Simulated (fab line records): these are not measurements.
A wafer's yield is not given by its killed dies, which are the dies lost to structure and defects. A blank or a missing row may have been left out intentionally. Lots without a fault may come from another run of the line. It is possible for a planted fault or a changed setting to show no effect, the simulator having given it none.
Which tool is to blame?	flow gf180mcu	Sampling: 12 lots, 36 wafers, 3 of 602 route steps

## WHAT THE GAUGES READ, wafer by wafer
GF_TOP_METAL_RS_MEAS_05: measures by four-point-probe.
lot	measured	on	TOP_METAL_ALCU_RS (ohm/sq)
L997	day 27 07:25	film-metro-02	0.0333 0.0329 0.0332
L998	day 27 19:26	film-metro-02	0.0328 0.0330 0.0326
L999	day 28 02:20	film-metro-02	0.0322 0.0322 0.0321
L100	day 28 12:17	film-metro-03	0.0325 0.0330 0.0326
L101	day 28 16:56	film-metro-02	0.0324 0.0330 0.0330
L102	day 29 02:19	film-metro-03	0.0326 0.0321 0.0321
L103	day 29 07:38	film-metro-01	0.0325 0.0330 0.0325
L105	day 29 18:43	film-metro-02	0.0325 0.0321 0.0320
L106	day 30 05:40	film-metro-03	0.0328 0.0329 0.0326
L108	day 31 02:02	film-metro-02	0.0323 0.0320 0.0319
L110	day 31 07:21	film-metro-01	0.0329 0.0329 0.0331
L118	day 33 05:28	film-metro-01	0.0326 0.0332 0.0329

GF_PASSIVATION_THK_MEAS_03.
lot	measured	on	PASSIVATION_CVD_02_THK (nm)
L997	day 28 04:47	film-metro-04	690 706 707
L998	day 28 15:56	film-metro-01	687 703 707
L999	day 28 23:07	film-metro-03	686 707 700
L100	day 29 08:46	film-metro-01	680 688 697
L101	day 29 13:59	film-metro-01	685 701 704
L102	day 29 22:15	film-metro-03	696 707 698
L103	day 30 03:28	film-metro-01	696 706 699
L105	day 30 15:01	film-metro-04	699 706 708
L106	day 31 01:11	film-metro-04	692 700 696
L108	day 31 20:56	film-metro-04	704 707 723
L110	day 32 01:13	film-metro-01	703 700 712
L118	day 33 22:17	film-metro-01	696 688 691

## WHICH TOOL RAN EACH LOT (tool, then ch and the chambers of the sampled wafers, then the start)
lot	GF_V2_CVD_02
L997	pecvd-04 ch 0,1,2, day 19 05:27
L998	pecvd-01 ch 1,2, day 19 20:31
L999	pecvd-01 ch 1,2, day 20 06:40
L100	pecvd-04 ch 0,2, day 20 16:22
L101	pecvd-01 ch 0,2, day 21 00:22
L102	pecvd-02 ch 0,2, day 21 12:24
L103	pecvd-04 ch 0,1,2, day 21 16:46
L105	pecvd-04 ch 1,2, day 22 07:49
L106	pecvd-04 ch 0,2, day 22 19:42
L108	pecvd-04 ch 0,2, day 23 20:37
L110	pecvd-04 ch 0,2, day 24 02:11
L118	pecvd-01 ch 0,2, day 26 14:51
- GF_V2_CVD_02: deposits SiO2 from TEOS, target thk 850 nm, time 94.851 s.

## WHAT THE TOOLS THEMSELVES READ (means of the sampled wafers that have a number; where no wafer has one, the mark that the record gives instead)
GF_V2_CVD_02.
lot	tool	heater-power-w (W)	susceptor-temp-C (C)
L997	pecvd-04	655	400.03
L998	pecvd-01	616	399.73
L999	pecvd-01	667	399.84
L100	pecvd-04	660	399.85
L101	pecvd-01	662	399.87
L102	pecvd-02	659	399.76
L103	pecvd-04	659	400.07
L105	pecvd-04	705	400.00
L106	pecvd-04	631	399.97
L108	pecvd-04	636	399.94
L110	pecvd-04	639	400.05
L118	pecvd-01	616	399.87

## THE ANSWER, worked out from the rows above alone
Rule: what is usual is taken from the lots themselves. The widest of any qualifying gaps counts: lots, ordered by their means at a reading, are off when they make up no more than a third of the lots, leave a main group of 4 or more, and stand apart from it by 3 or more times the standard deviation of that group's means. Not used: any main group whose means are identical at the precision the tables above print for the reading. A lot without any number at a reading at which 4 lots or more have one is off too. All remaining lots with rows at the step are treated as sound. Order of review: gauges by route order, followed by the tools' own readings, for which a lot's mean as printed above is used. At the first step where some lot is off, the reading lying furthest off is the one used; lots without a number count as furthest.
No lot is off on any of the readings shown, so nothing can be concluded from this.

## WHAT WAS PUT IN BY THE SIMULATOR
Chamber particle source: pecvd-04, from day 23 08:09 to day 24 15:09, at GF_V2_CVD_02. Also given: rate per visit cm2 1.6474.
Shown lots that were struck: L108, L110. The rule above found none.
